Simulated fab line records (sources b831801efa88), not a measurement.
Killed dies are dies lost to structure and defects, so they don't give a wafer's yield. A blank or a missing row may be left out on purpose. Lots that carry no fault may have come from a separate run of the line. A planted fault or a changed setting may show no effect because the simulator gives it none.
A struck lot beside a sound one / flow gf180mcu / 18 steps out of a route of 602
Sound: these wafers, L295.2, L295.3, L295.5. The struck wafers were L303.1, L303.2, L303.6. At the end, the cause is stated.
At each step with rows: each side's tool, then ch and its chambers, then its first start. Under that, the readings that differ: sound wafers / struck wafers / difference of the means / sigmas: that difference in standard deviations of wafers without a fault.
alike: readings whose means differ by less than 2 such deviations, and words and numbers that are the same on both sides. not compared: withheld readings, readings that some wafer has no value for, bounds like >300 that may hide the same value, and numbers for which the record gives no deviation and whose values overlap.
A row with sigmas, a row that says differs or no value, or rows on one side alone: a step with any of these is where the two part. Numbers that have no deviation but don't overlap get no sigmas and don't part them. A reading that every wafer of one side lacks parts them only if that side has two wafers or more.

GF_V3_ETCH_17: etches SiO2 in C4F8/O2/Ar, stops on TiN, target depth 635 nm.
  sound: rie_diel-03 ch 1,3; struck: rie_diel-02 ch 1,2,3
  alike: oes_product_au
then, 3 steps without rows for these wafers: GF_V3_STRIP_18 (strips in O2/N2); GF_V3_STRIP_19 (strips in post etch residue remover, time 1200 s); GF_V3_CLEAN_20 (cleans in DIW).
GF_V3_SPUTTER_21: material Ti, target thk 15 nm, time 80.02 s.
  struck on pvd_sputter-03, day 25 07:02; sound on pvd_sputter-02, day 22 08:23
  alike: cathode_dc_power_W, chamber_pressure_pa, throttle_valve_pct
GF_V3_SPUTTER_22: material TiN, target thk 10 nm, time 40 s.
  struck on pvd_sputter-03, day 25 07:06; sound on pvd_sputter-02, day 22 08:26
  alike: cathode_dc_power_W, chamber_pressure_pa, throttle_valve_pct
then, 1 step without rows for these wafers: GF_V3_CVD_23 (deposits W, target thk 350 nm, time 104.9 s).
GF_V3_RS_MEAS_24: a four-point-probe measurement.
  struck on film_metro-02, day 25 07:15; sound on film_metro-01, day 22 08:37
  alike: V3_W_RS
GF_V3_THK_MEAS_25: measures by xrf.
  struck on film_metro-02, day 25 07:22; sound on film_metro-01, day 22 08:43
  alike: V3_W_THK
GF_V3_CMP_26: polishes, stops on SiO2, t overpolish 15 s, target thk 0 nm.
  sound on cmp-01 ch 0,2,3, day 22 08:49; struck on cmp-01 ch 1,2, day 25 07:29
  alike: motor_current_A, overpolish_run_s, time_to_endpoint_s
then, 1 step without rows for these wafers: GF_M4_SPUTTER_00 (material Ti, target thk 37.5 nm, time 150 s).
GF_M4_SPUTTER_01: material TiN, target thk 30 nm, time 25 s.
  struck on pvd_sputter-02, day 25 07:50; sound on pvd_sputter-01, day 22 09:10
  alike: cathode_dc_power_W, chamber_pressure_pa, throttle_valve_pct
GF_M4_SPUTTER_02: material AlCu, target thk 450 nm, time 23.9 s.
  struck on pvd_sputter-02, day 25 07:52; sound on pvd_sputter-01, day 22 09:12
  no value came back on the struck wafers for cathode_dc_power_W (W), chamber_pressure_pa (Pa), throttle_valve_pct (%); on the sound wafers cathode_dc_power_W (W) reads 10601 10601 10602
then, 2 steps without rows for these wafers: GF_M4_SPUTTER_03 (material Ti, target thk 10 nm, time 6.7 s); GF_M4_SPUTTER_04 (material TiN, target thk 50 nm, time 41.7 s).
GF_M4_RS_MEAS_05: a four-point-probe measurement.
  struck on film_metro-03, day 25 07:57; sound on film_metro-02, day 22 09:19
reading=M4_ALCU_RS (ohm/sq); sound=0.0696 0.0703 0.0703; struck=6.9386 7.0101 6.9536; difference=+6.8974; sigmas=+99 or more
GF_M4_THK_MEAS_06: measures by xrf.
  struck on film_metro-03, day 25 08:04; sound on film_metro-02, day 22 09:25
reading=M4_ALCU_THK (nm); sound=441 441 438; struck=<0 <0 <0; difference=differs; sigmas=
then, 1 step without rows for these wafers: GF_M4_DEHYDRATE_07 (time 60 s).

WHERE THEY PART
At GF_M4_SPUTTER_02 first; at GF_M4_THK_MEAS_06 last (within this record only).

WHY: the cause the simulator had injected
Step skipped in full: pvd_sputter-02, at GF_M4_SPUTTER_02, from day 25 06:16 onward. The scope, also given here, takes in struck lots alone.
